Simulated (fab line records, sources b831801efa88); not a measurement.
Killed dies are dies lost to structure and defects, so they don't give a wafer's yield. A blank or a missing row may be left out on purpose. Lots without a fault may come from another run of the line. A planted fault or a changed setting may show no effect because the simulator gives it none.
fab line records | flow gf180mcu
record lots=24 wafers=72 last_day=34
route steps=602 shown M1@330 V1@351 V2@386 M3@412 MIM@512 TOP_METAL@582
lots that met no fault: from a run of the same line without faults
start_h: hours from the record's first day to the start of the lot's first wafer shown | wait_h: hours since the lot's step before | " the same as in the row above | L1.1+2: a row that stands for several wafers | - no value, or no start given | * or withheld: withheld | < > ~ a bound
route shown NAME@n: a module of which the file shows steps, and the number in the route of the first | usual: mean/standard deviation of fault-free wafers | same: alike in all rows | chamber/n: place in a boat | sites: the reading at each site | _std_site: their standard deviation | _edge_site: outer sites' mean less inner sites' | radius_mm: how far each site lies from the wafer's centre | mask NAME#n: copy n | behind: the tool/chamber that last shaped the wafer | hold: why the lot was held/for how many hours/how that ended | device: the transistor (n, p or np) that didn't switch | end of line: the same wafers' tests at the end of the route | a step without rows: its recipe alone | killed: dies lost to structure and defects at the first sort, not the wafer's yield | map: a wafer's dies, x killed, . not, _ none there
set.NAME: the setting as run; set.NAME@STEP: as run at that earlier step | model.NAME: the simulator's own value behind a step, which no gauge read
steps of the route over a sample of lots; a table a step, a row a wafer
services: from which hour (start_h, from the record's first day; less than 0 if before it) a tool's chamber was out of use, for how many hours, and why
## steps
# step GF_M1_OVL_MEAS_15
# usual M1_OVL=-1/5.9
# columns lot.wafer tool chamber start_h wait_h M1_OVL[nm]
L074.3 overlay-01 - 389.41 0.1 -1
L074.4 " - " " -5
L074.5 " - " " 0
L075.1 overlay-02 - 396.65 0.1 -6
L075.3 " - " " -7
L075.6 " - " " -9
L076.2 overlay-02 - 406.97 0.1 -3
L076.3 " - " " -1
L076.4 " - " " -3
L077.2 overlay-01 - 419.45 0.1 2
L077.3 " - " " 0
L077.5 " - " " 4
L078.1 overlay-01 - 425.03 0.1 -9
L078.2 " - " " -6
L078.6 " - " " -8
L079.3 overlay-01 - 439.32 0.1 -4
L079.5 " - " " -4
L079.6 " - " " -4
L080.3 overlay-02 - 449.13 0.1 1
L080.4 " - " " 5
L080.5 " - " " 0
L081.2 overlay-01 - 456.75 0.1 5
L081.3 " - " " 5
L081.5 " - " " 5
L082.2 overlay-01 - 461.65 0.1 -7
L082.3 " - " " -8
L082.6 " - " " -12
L083.1 overlay-02 - 473.10 0.1 -8
L083.5 " - " " -10
L083.6 " - " " -5
L084.2 overlay-02 - 482.85 0.1 2
L084.4 " - " " -1
L084.6 " - " " 8
L085.2 overlay-01 - 489.27 0.1 3
L085.4 " - " " -1
L085.5 " - " " 1
L086.3 overlay-02 - 490.11 0.1 -5
L086.4 " - " " -3
L086.6 " - " " -6
L087.2 overlay-01 - 506.56 0.1 6
L087.3 " - " " 1
L087.5 " - " " -2
L088.1 overlay-01 - 512.46 0.1 5
L088.3 " - " " 1
L088.6 " - " " 11
L089.3 overlay-02 - 522.72 0.1 0
L089.4 " - " " 3
L089.6 " - " " 3
L090.1 overlay-02 - 526.90 0.1 -11
L090.2 " - " " -4
L090.3 " - " " -3
L091.1 overlay-01 - 535.71 0.1 2
L091.3 " - " " -1
L091.6 " - " " -7
L092.3 overlay-01 - 544.61 0.1 -9
L092.4 " - " " -14
L092.6 " - " " -11
L093.2 overlay-01 - 553.37 0.1 9
L093.3 " - " " 9
L093.4 " - " " 14
L094.2 overlay-02 - 558.35 0.1 -3
L094.5 " - " " -7
L094.6 " - " " -4
L095.1 overlay-02 - 565.91 0.1 1
L095.3 " - " " 1
L095.5 " - " " 2
L096.1 overlay-02 - 577.76 0.1 -13
L096.2 " - " " -5
L096.6 " - " " -6
L097.3 overlay-02 - 578.12 0.1 8
L097.4 " - " " 6
L097.5 " - " " 4
# step GF_V1_ETCH_16
# recipe chemistry=N2/H2 target_depth_a=withheld overetch_a=withheld time_s=withheld target=BARC ion_energy_ev=200 source_w=500 bias_w=100 pressure_mtorr=30 n2_flow_sccm=100 h2_flow_sccm=200
# usual drypump_motor_current_A=5.7/0.47 oes_product_au=0.854/0.0053 throttle_valve_pct=13.224/0.0097
# columns lot.wafer tool chamber start_h wait_h drypump_motor_current_A oes_product_au throttle_valve_pct
L074.3 rie_diel-01 2 414.43 0.0 5.0 0.850 13.220
L074.4 " 1 " " 5.5 0.845 13.225
L074.5 " 3 " " 6.0 0.854 13.232
L075.1 rie_diel-01 0 421.73 0.0 5.1 0.859 13.231
L075.3 " 2 " " 5.0 0.855 13.228
L075.6 " 2 " " 5.0 0.852 13.232
L076.2 rie_diel-03 3 432.88 0.0 6.0 0.861 13.224
L076.3 " 2 " " 5.3 0.850 13.227
L076.4 " 0 " " 6.5 0.854 13.245
L077.2 rie_diel-03 0 445.43 0.0 6.6 0.847 13.234
L077.3 " 2 " " 5.4 0.864 13.209
L077.5 " 0 " " 6.6 0.855 13.238
L078.1 rie_diel-03 3 450.65 0.0 6.0 0.851 13.224
L078.2 " 1 " " 5.9 0.856 13.228
L078.6 " 0 " " 6.6 0.854 13.227
L079.3 rie_diel-01 2 465.49 0.0 5.0 0.841 13.218
L079.5 " 1 " " 5.6 0.847 13.245
L079.6 " 2 " " 5.0 0.864 13.209
L080.3 rie_diel-03 3 474.93 0.0 6.0 0.854 13.230
L080.4 " 0 " " 6.6 0.848 13.237
L080.5 " 2 " " 5.3 0.856 13.223
L081.2 rie_diel-04 3 482.23 0.0 5.7 0.855 13.232
L081.3 " 2 " " 5.8 0.855 13.215
L081.5 " 1 " " 5.8 0.864 13.234
L082.2 rie_diel-01 3 487.18 0.0 6.0 0.853 13.223
L082.3 " 2 " " 5.0 0.858 13.213
L082.6 " 1 " " 5.5 0.857 13.223
L083.1 rie_diel-01 0 498.52 0.0 5.1 0.854 13.225
L083.5 " 1 " " 5.5 0.857 13.224
L083.6 " 0 " " 5.1 0.851 13.234
L084.2 rie_diel-04 1 507.92 0.0 5.8 0.851 13.225
L084.4 " 1 " " 5.8 0.859 13.228
L084.6 " 3 " " 5.7 0.850 13.217
L085.2 rie_diel-01 2 514.33 0.0 5.0 0.856 13.229
L085.4 " 3 " " 6.0 0.863 13.227
L085.5 " 1 " " 5.5 0.856 13.214
L086.3 rie_diel-03 1 515.03 0.0 5.9 0.858 13.236
L086.4 " 3 " " 6.0 0.855 13.227
L086.6 " 3 " " 6.0 0.851 13.229
L087.2 rie_diel-03 2 531.37 0.0 5.3 0.840 13.226
L087.3 " 0 " " 6.6 0.858 13.219
L087.5 " 3 " " 6.0 0.857 13.216
L088.1 rie_diel-03 0 536.68 0.0 6.5 0.852 13.200
L088.3 " 1 " " 5.9 0.853 13.221
L088.6 " 3 " " 6.0 0.857 13.233
L089.3 rie_diel-03 3 547.18 0.0 6.1 0.844 13.219
L089.4 " 2 " " 5.3 0.847 13.229
L089.6 " 3 " " 6.0 0.854 13.215
L090.1 rie_diel-01 2 550.79 0.0 5.0 0.862 13.240
L090.2 " 0 " " 5.1 0.861 13.239
L090.3 " 3 " " 6.0 0.859 13.213
L091.1 rie_diel-01 3 559.74 0.0 6.0 0.845 13.220
L091.3 " 0 " " 5.1 0.848 13.219
L091.6 " 3 " " 6.0 0.858 13.220
L092.3 rie_diel-03 2 568.32 0.0 5.3 0.843 13.219
L092.4 " 0 " " 6.5 0.862 13.224
L092.6 " 1 " " 5.9 0.857 13.224
L093.2 rie_diel-03 3 576.54 0.0 6.0 0.859 13.212
L093.3 " 0 " " 6.6 0.859 13.230
L093.4 " 2 " " 5.3 0.853 13.229
L094.2 rie_diel-04 0 581.89 0.0 5.5 0.846 13.231
L094.5 " 3 " " 5.7 0.855 13.208
L094.6 " 1 " " 5.8 0.849 13.224
L095.1 rie_diel-03 2 588.33 0.0 5.3 0.849 13.226
L095.3 " 1 " " 5.9 0.851 13.230
L095.5 " 3 " " 6.0 0.857 13.223
L096.1 rie_diel-04 2 600.38 0.0 5.8 0.854 13.211
L096.2 " 1 " " 5.8 0.851 13.220
L096.6 " 2 " " 5.8 0.863 13.214
L097.3 rie_diel-01 3 600.94 0.0 6.0 0.856 13.239
L097.4 " 0 " " 5.1 0.850 13.241
L097.5 " 3 " " 6.0 0.856 13.250
# step GF_V2_CMP_04
# recipe material=SiO2 down_force_psi=4 platen_rpm=60 pad_velocity_m_s=0.94248
# usual motor_current_A=11.7/1.3 time_to_endpoint_s=82/5.5
# columns lot.wafer tool chamber start_h wait_h motor_current_A time_to_endpoint_s
L074.4 cmp-01 0 440.73 0.0 10.1 76
L074.3 " 3 " " 9.9 72
L074.5 " 0 " " 9.6 80
L075.1 cmp-01 3 448.75 0.1 9.8 75
L075.3 " 1 " " 13.2 82
L075.6 " 2 " " 13.3 90
L076.3 cmp-02 1 460.04 0.0 14.0 86
L076.2 " 2 " " 12.4 79
L076.4 " 3 " " 10.8 89
L077.2 cmp-02 3 472.51 0.1 10.5 83
L077.3 " 1 " " 13.4 81
L077.5 " 2 " " 11.8 83
L078.2 cmp-02 2 478.06 0.0 12.3 79
L078.1 " 1 " " 13.0 85
L078.6 " 2 " " 11.9 91
L079.3 cmp-01 1 492.16 0.0 13.0 85
L079.5 " 1 " " 13.3 84
L079.6 " 2 " " 12.5 86
L080.3 cmp-02 0 501.15 0.1 12.1 80
L080.4 " 2 " " 12.5 85
L080.5 " 3 " " 11.3 84
L081.3 cmp-01 2 507.92 0.0 12.8 88
L081.2 " 1 " " 12.8 80
L081.5 " 3 " " 9.6 86
L082.3 cmp-01 3 513.93 0.1 10.0 79
L082.2 " 1 " " 12.6 85
L082.6 " 2 " " 12.3 97
L083.1 cmp-02 1 525.11 0.2 13.7 79
L083.5 " 0 " " 12.2 88
L083.6 " 1 " " 14.4 82
L084.2 cmp-01 3 533.99 0.0 9.7 80
L084.4 " 1 " " 12.8 85
L084.6 " 0 " " 11.1 87
L085.4 cmp-01 0 539.95 0.0 9.7 70
L085.2 " 2 " " 12.4 83
L085.5 " 1 " " 13.2 84
L086.3 cmp-01 3 540.55 0.1 10.2 77
L086.4 " 2 " " 12.6 94
L086.6 " 0 " " 9.7 77
L087.3 cmp-02 1 556.58 0.0 13.9 79
L087.2 " 3 " " 11.4 77
L087.5 " 1 " " 14.6 82
L088.1 cmp-01 1 561.88 0.1 12.1 82
L088.3 " 2 " " 12.0 85
L088.6 " 0 " " 9.6 80
L089.4 cmp-02 0 571.19 0.1 10.9 83
L089.3 " 2 " " 11.6 78
L089.6 " 0 " " 11.8 88
L090.1 cmp-02 2 576.21 0.3 11.9 78
L090.2 " 3 " " 11.2 79
L090.3 " 0 " " 11.7 80
L091.3 cmp-01 2 584.29 0.1 12.2 83
L091.1 " 3 " " 10.1 79
L091.6 " 1 " " 12.0 79
L092.4 cmp-01 3 592.49 0.0 10.1 87
L092.3 " 1 " " 13.7 78
L092.6 " 3 " " 10.3 80
L093.3 cmp-02 1 600.45 0.0 13.5 82
L093.4 " 3 " " 11.2 83
L093.2 " 0 " " 11.7 81
L094.2 cmp-01 3 605.72 0.1 9.8 73
L094.6 " 1 " " 12.8 79
L094.5 " 2 " " 12.0 86
L095.3 cmp-02 3 612.08 0.1 10.8 80
L095.1 " 1 " " 14.1 90
L095.5 " 2 " " 12.4 87
L096.2 cmp-01 2 623.18 0.1 12.7 86
L096.1 " 3 " " 10.2 73
L096.6 " 2 " " 13.0 90
L097.4 cmp-02 1 624.33 0.1 13.6 83
L097.3 " 3 " " 11.5 73
L097.5 " 0 " " 11.4 82
# step GF_M3_SPUTTER_03
# recipe material=Ti target_thk_nm=10 substrate_temp_c=300 chamber_pressure_pa=0.3 power_w=3000 time_s=6.7
# usual throttle_valve_pct=29.6/0.75
# columns lot.wafer tool chamber start_h wait_h throttle_valve_pct
L074.3 pvd_sputter-03 - 467.61 0.0 28.6
L074.4 " - " " 29.1
L074.5 " - " " 28.8
L075.1 pvd_sputter-01 - 475.00 0.0 30.0
L075.3 " - " " 30.4
L075.6 " - " " 29.7
L076.2 pvd_sputter-01 - 485.77 0.0 29.0
L076.3 " - " " 30.3
L076.4 " - " " 29.8
L077.2 pvd_sputter-02 - 498.14 0.0 29.1
L077.3 " - " " 28.9
L077.5 " - " " 29.3
L078.1 pvd_sputter-03 - 503.79 0.0 29.6
L078.2 " - " " 29.0
L078.6 " - " " 29.0
L079.3 pvd_sputter-03 - 517.59 0.0 29.6
L079.5 " - " " 28.7
L079.6 " - " " 29.3
L080.3 pvd_sputter-01 - 526.48 0.0 30.2
L080.4 " - " " 30.2
L080.5 " - " " 30.3
L081.2 pvd_sputter-03 - 533.24 0.0 29.1
L081.3 " - " " 29.5
L081.5 " - " " 29.5
L082.2 pvd_sputter-01 - 538.91 0.0 30.2
L082.3 " - " " 30.1
L082.6 " - " " 29.8
L083.1 pvd_sputter-03 - 549.66 0.0 29.0
L083.5 " - " " 29.4
L083.6 " - " " 28.7
L084.2 pvd_sputter-03 - 558.81 0.0 29.6
L084.4 " - " " 28.8
L084.6 " - " " 29.4
L085.2 pvd_sputter-03 - 564.75 0.0 29.7
L085.4 " - " " 29.7
L085.5 " - " " 29.0
L086.3 pvd_sputter-02 - 565.05 0.0 29.2
L086.4 " - " " 31.4
L086.6 " - " " 29.4
L087.2 pvd_sputter-02 - 580.70 0.0 29.3
L087.3 " - " " 29.3
L087.5 " - " " 28.9
L088.1 pvd_sputter-02 - 585.14 0.0 29.3
L088.3 " - " " 29.3
L088.6 " - " " 31.3
L089.3 pvd_sputter-03 - 594.19 0.0 29.1
L089.4 " - " " 28.5
L089.6 " - " " 28.8
L090.1 pvd_sputter-01 - 599.77 0.0 30.5
L090.2 " - " " 30.1
L090.3 " - " " 28.9
L091.1 pvd_sputter-03 - 607.74 0.0 28.7
L091.3 " - " " 29.0
L091.6 " - " " 28.8
L092.3 pvd_sputter-02 - 615.67 0.0 31.2
L092.4 " - " " 29.1
L092.6 " - " " 29.3
L093.2 pvd_sputter-03 - 622.76 0.0 29.5
L093.3 " - " " 28.7
L093.4 " - " " 28.9
L094.2 pvd_sputter-01 - 628.00 0.0 30.4
L094.5 " - " " 29.8
L094.6 " - " " 30.2
L095.1 pvd_sputter-02 - 634.69 0.0 31.5
L095.3 " - " " 29.2
L095.5 " - " " 28.7
L096.1 pvd_sputter-01 - 645.80 0.0 30.0
L096.2 " - " " 29.7
L096.6 " - " " 30.1
L097.3 pvd_sputter-01 - 647.03 0.0 30.2
L097.4 " - " " 29.9
L097.5 " - " " 30.4
# step GF_MIM_SPUTTER_09
# recipe material=TiN target_thk_nm=35 power_w=6500 time_s=29.2 chamber_pressure_pa=0.4
# usual throttle_valve_pct=29.4/0.63
# columns lot.wafer tool chamber start_h wait_h throttle_valve_pct
L074.3 pvd_sputter-03 - 566.94 0.0 29.5
L074.4 " - " " 29.7
L074.5 " - " " 29.3
L075.1 pvd_sputter-01 - 572.83 0.0 30.3
L075.3 " - " " 30.3
L075.6 " - " " 29.7
L076.2 pvd_sputter-01 - 584.98 0.0 29.1
L076.3 " - " " 29.8
L076.4 " - " " 30.1
L077.2 pvd_sputter-02 - 593.76 0.0 29.5
L077.3 " - " " 29.3
L077.5 " - " " 29.4
L078.1 pvd_sputter-03 - 598.51 0.0 28.8
L078.2 " - " " 29.5
L078.6 " - " " 28.9
L079.3 pvd_sputter-03 - 612.86 0.0 29.6
L079.5 " - " " 29.5
L079.6 " - " " 28.7
L080.3 pvd_sputter-03 - 620.27 0.0 29.1
L080.4 " - " " 28.9
L080.5 " - " " 29.6
L081.2 pvd_sputter-03 - 625.93 0.0 28.9
L081.3 " - " " 28.6
L081.5 " - " " 29.3
L082.2 pvd_sputter-01 - 631.31 0.0 30.1
L082.3 " - " " 28.8
L082.6 " - " " 30.1
L083.1 pvd_sputter-03 - 639.92 0.0 29.1
L083.5 " - " " 29.3
L083.6 " - " " 29.0
L084.2 pvd_sputter-03 - 649.26 0.0 29.5
L084.4 " - " " 28.6
L084.6 " - " " 29.0
L086.3 pvd_sputter-03 - 654.62 0.0 29.5
L086.4 " - " " 28.7
L086.6 " - " " 29.3
L085.2 pvd_sputter-01 - 655.22 0.0 29.6
L085.4 " - " " 28.9
L085.5 " - " " 29.4
L087.2 pvd_sputter-02 - 669.58 0.0 29.4
L087.3 " - " " 29.4
L087.5 " - " " 28.8
L088.1 pvd_sputter-02 - 672.57 0.0 31.2
L088.3 " - " " 29.5
L088.6 " - " " 29.5
L089.3 pvd_sputter-01 - 680.68 0.0 29.3
L089.4 " - " " 30.3
L089.6 " - " " 30.1
L090.1 pvd_sputter-01 - 686.75 0.0 30.2
L090.2 " - " " 30.0
L090.3 " - " " 28.8
L091.1 pvd_sputter-03 - 692.63 0.0 28.9
L091.3 " - " " 29.5
L091.6 " - " " 28.5
L092.3 pvd_sputter-03 - 700.42 0.0 28.6
L092.4 " - " " 29.5
L092.6 " - " " 29.7
L093.2 pvd_sputter-03 - 706.63 0.0 29.3
L093.3 " - " " 28.6
L093.4 " - " " 29.7
L094.2 pvd_sputter-02 - 711.00 0.0 31.6
L094.5 " - " " 28.9
L094.6 " - " " 29.2
L095.1 pvd_sputter-01 - 717.31 0.0 29.7
L095.3 " - " " 29.1
L095.5 " - " " 30.0
L096.1 pvd_sputter-01 - 727.13 0.0 30.2
L096.2 " - " " 29.7
L096.6 " - " " 29.7
L097.3 pvd_sputter-03 - 728.52 0.0 28.6
L097.4 " - " " 29.7
L097.5 " - " " 29.0
# step GF_TOP_METAL_OVL_MEAS_15
# usual TOP_METAL_OVL=-1.7/1.2
# columns lot.wafer tool chamber start_h wait_h TOP_METAL_OVL[nm]
L074.3 overlay-02 - 653.75 0.1 -2.0
L074.4 " - " " -0.8
L074.5 " - " " -0.9
L075.1 overlay-02 - 658.76 0.1 -1.5
L075.3 " - " " -2.8
L075.6 " - " " -2.8
L076.2 overlay-02 - 669.67 0.1 -0.9
L076.3 " - " " -1.7
L076.4 " - " " 0.1
L077.2 overlay-02 - 677.82 0.1 -0.3
L077.3 " - " " 0.0
L077.5 " - " " -0.1
L078.1 overlay-02 - 682.01 0.1 -2.1
L078.2 " - " " -2.0
L078.6 " - " " -1.0
L079.3 overlay-01 - 694.97 0.1 -0.7
L079.5 " - " " -0.2
L079.6 " - " " 1.0
L080.3 overlay-01 - 700.85 0.1 -1.2
L080.4 " - " " 0.1
L080.5 " - " " -1.4
L081.2 overlay-02 - 706.99 0.1 -2.4
L081.3 " - " " -3.0
L081.5 " - " " -2.8
L082.2 overlay-01 - 711.54 0.1 -1.6
L082.3 " - " " -3.5
L082.6 " - " " -1.2
L083.1 overlay-01 - 718.94 0.1 -0.9
L083.5 " - " " -1.4
L083.6 " - " " -1.3
L084.2 overlay-01 - 727.74 0.1 -0.1
L084.4 " - " " 0.9
L084.6 " - " " -0.9
L086.3 overlay-01 - 732.02 0.1 -3.9
L086.4 " - " " -1.8
L086.6 " - " " -2.1
L085.2 overlay-02 - 733.44 0.1 -3.3
L085.4 " - " " -1.7
L085.5 " - " " -2.6
L087.2 overlay-01 - 745.01 0.1 -1.8
L087.3 " - " " -2.3
L087.5 " - " " -1.6
L088.1 overlay-01 - 748.81 0.1 -2.5
L088.3 " - " " -3.5
L088.6 " - " " -2.5
L089.3 overlay-02 - 755.72 0.1 -4.5
L089.4 " - " " -1.5
L089.6 " - " " -2.4
L090.1 overlay-02 - 760.76 0.1 0.1
L090.2 " - " " -0.5
L090.3 " - " " -1.0
L091.1 overlay-01 - 765.01 0.1 -3.6
L091.3 " - " " -3.5
L091.6 " - " " -3.1
L092.3 overlay-02 - 772.75 0.1 0.0
L092.4 " - " " -1.2
L092.6 " - " " -2.5
L093.2 overlay-02 - 777.44 0.1 -2.9
L093.3 " - " " -1.6
L093.4 " - " " -2.7
L094.2 overlay-01 - 781.77 0.1 -1.7
L094.5 " - " " -1.1
L094.6 " - " " -1.9
L095.1 overlay-01 - 787.16 0.1 -1.8
L095.3 " - " " -1.7
L095.5 " - " " -2.1
L096.1 overlay-02 - 795.16 0.1 -2.6
L096.2 " - " " -2.7
L096.6 " - " " -1.7
L097.3 overlay-02 - 796.62 0.1 -2.5
L097.4 " - " " -1.3
L097.5 " - " " -2.0
## services
# columns tool chamber start_h hours kind
cmp-02 - 404.00 4.0 pm
cmp-02 - 406.38 4.2 repair
rie_diel-03 3 416.75 6.0 repair
rie_diel-03 1 436.95 8.9 repair
cmp-02 - 444.00 5.2 pm
rie_diel-03 1 458.80 3.5 repair
cmp-02 - 465.89 1.4 repair
cmp-01 - 467.45 8.5 pm
rie_diel-03 2 491.00 7.2 repair
cmp-02 - 504.09 0.2 repair
rie_diel-03 3 505.41 8.2 repair
cmp-01 - 508.88 1.8 repair
cmp-02 - 521.19 1.4 repair
cmp-02 - 536.71 4.7 repair
cmp-01 - 563.35 2.3 repair
cmp-01 - 573.11 4.0 pm
cmp-02 - 589.34 0.9 repair
cmp-01 - 616.10 4.1 pm
rie_diel-03 0 631.71 6.1 repair
pvd_sputter-03 - 642.77 6.2 repair
rie_diel-03 1 661.49 22.6 repair
cmp-01 - 685.62 0.9 repair
rie_diel-03 3 690.92 3.5 repair
rie_diel-03 2 719.15 6.8 repair
## key
fault none
